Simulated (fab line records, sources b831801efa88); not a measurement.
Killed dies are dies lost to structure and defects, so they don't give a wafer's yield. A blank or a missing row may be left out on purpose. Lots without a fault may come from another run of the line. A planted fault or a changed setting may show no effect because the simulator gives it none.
Which tool did it? | flow gf180mcu | 12 lots, 36 wafers sampled, at 3 steps of a route of 602

WHAT THE GAUGES READ, wafer by wafer
GF_CONTACT_BOW_MEAS_05. Usual: CONTACT_BOW 64 um, standard deviation 6.9.
lot  | measured     | on            | CONTACT_BOW (um) | flag
L975 | day 15 12:50 | film_metro-03 | 67 65 67         |
L978 | day 17 11:14 | film_metro-03 | 77 74 70         |
L979 | day 18 00:34 | film_metro-04 | 59 76 58         |
L981 | day 18 11:13 | film_metro-04 | 59 62 73         |
L984 | day 19 12:12 | film_metro-04 | 74 51 53         |
L985 | day 19 20:13 | film_metro-04 | 72 63 76         |
L988 | day 20 23:07 | film_metro-03 | 63 57 59         |
L990 | day 21 06:53 | film_metro-01 | 61 57 56         |
L991 | day 21 17:16 | film_metro-04 | 68 65 85         |
L992 | day 22 02:20 | film_metro-04 | 57 62 66         |
L995 | day 22 23:25 | film_metro-03 | 69 51 58         |
L996 | day 23 07:13 | film_metro-01 | 78 67 77         |

GF_V1_BOW_MEAS_05. Usual: V1_BOW 81 um, standard deviation 7.5.
lot  | measured     | on            | V1_BOW (um) | flag
L975 | day 17 12:40 | film_metro-03 | 83 80 83    |
L978 | day 19 13:12 | film_metro-02 | 92 92 87    |
L979 | day 20 03:03 | film_metro-04 | 71 87 70    |
L981 | day 20 14:16 | film_metro-02 | 72 75 86    |
L984 | day 21 14:44 | film_metro-02 | 88 65 67    |
L985 | day 21 23:07 | film_metro-02 | 88 79 93    |
L988 | day 23 01:47 | film_metro-03 | 80 75 76    |
L990 | day 23 09:13 | film_metro-02 | 77 76 73    |
L991 | day 23 18:22 | film_metro-04 | 82 80 102   |
L992 | day 24 02:30 | film_metro-03 | 77 81 85    |
L995 | day 24 22:09 | film_metro-04 | 89 71 79    |
L996 | day 25 05:49 | film_metro-03 | 95 84 96    |

WHICH TOOL RAN EACH LOT (tool, then ch and the chambers of the sampled wafers, then the start)
lot  | GF_M1_SPUTTER_00
L975 | pvd_sputter-03, day 16 11:57
L978 | pvd_sputter-01, day 18 11:55
L979 | pvd_sputter-03, day 19 01:12
L981 | pvd_sputter-01, day 19 12:20
L984 | pvd_sputter-02, day 20 13:38
L985 | pvd_sputter-03, day 20 21:52
L988 | pvd_sputter-01, day 22 00:41
L990 | pvd_sputter-03, day 22 08:21
L991 | pvd_sputter-03, day 22 17:56
L992 | pvd_sputter-01, day 23 03:00
L995 | pvd_sputter-03, day 23 22:49
L996 | pvd_sputter-03, day 24 07:12
- GF_M1_SPUTTER_00: material Ti, target thk 37.5 nm, time 150 s.

WHAT THE TOOLS THEMSELVES READ (means of the sampled wafers that have a number; where no wafer has one, the mark that the record gives instead)
GF_M1_SPUTTER_00. Usual: throttle_valve_pct 30.3 %, standard deviation 1.1.
lot  | tool           | throttle_valve_pct (%) | flag
L975 | pvd_sputter-03 | 30.0                   |
L978 | pvd_sputter-01 | 31.0                   |
L979 | pvd_sputter-03 | 30.0                   |
L981 | pvd_sputter-01 | 30.4                   |
L984 | pvd_sputter-02 | 30.1                   |
L985 | pvd_sputter-03 | 29.1                   |
L988 | pvd_sputter-01 | 31.3                   |
L990 | pvd_sputter-03 | 30.6                   |
L991 | pvd_sputter-03 | 30.1                   |
L992 | pvd_sputter-01 | 30.1                   |
L995 | pvd_sputter-03 | 29.5                   |
L996 | pvd_sputter-03 | 29.4                   |

THE ANSWER, worked out from the rows above alone
Rule: a lot is off if the mean of its wafers that have a number lies more than 3 standard deviations from the usual mean. A lot without any number at a reading at which 4 lots or more have one is off too. The other lots that the step has rows for count as sound. The gauges are gone through in route order, then the tools' own readings, and for those a lot's mean is taken as printed above. The first step at which some lot is off is used, and at that step the reading that is off furthest; a lot without a number counts as furthest.
No lot is off at any reading shown: from this, nothing can be told.

WHAT THE SIMULATOR HAD PUT IN
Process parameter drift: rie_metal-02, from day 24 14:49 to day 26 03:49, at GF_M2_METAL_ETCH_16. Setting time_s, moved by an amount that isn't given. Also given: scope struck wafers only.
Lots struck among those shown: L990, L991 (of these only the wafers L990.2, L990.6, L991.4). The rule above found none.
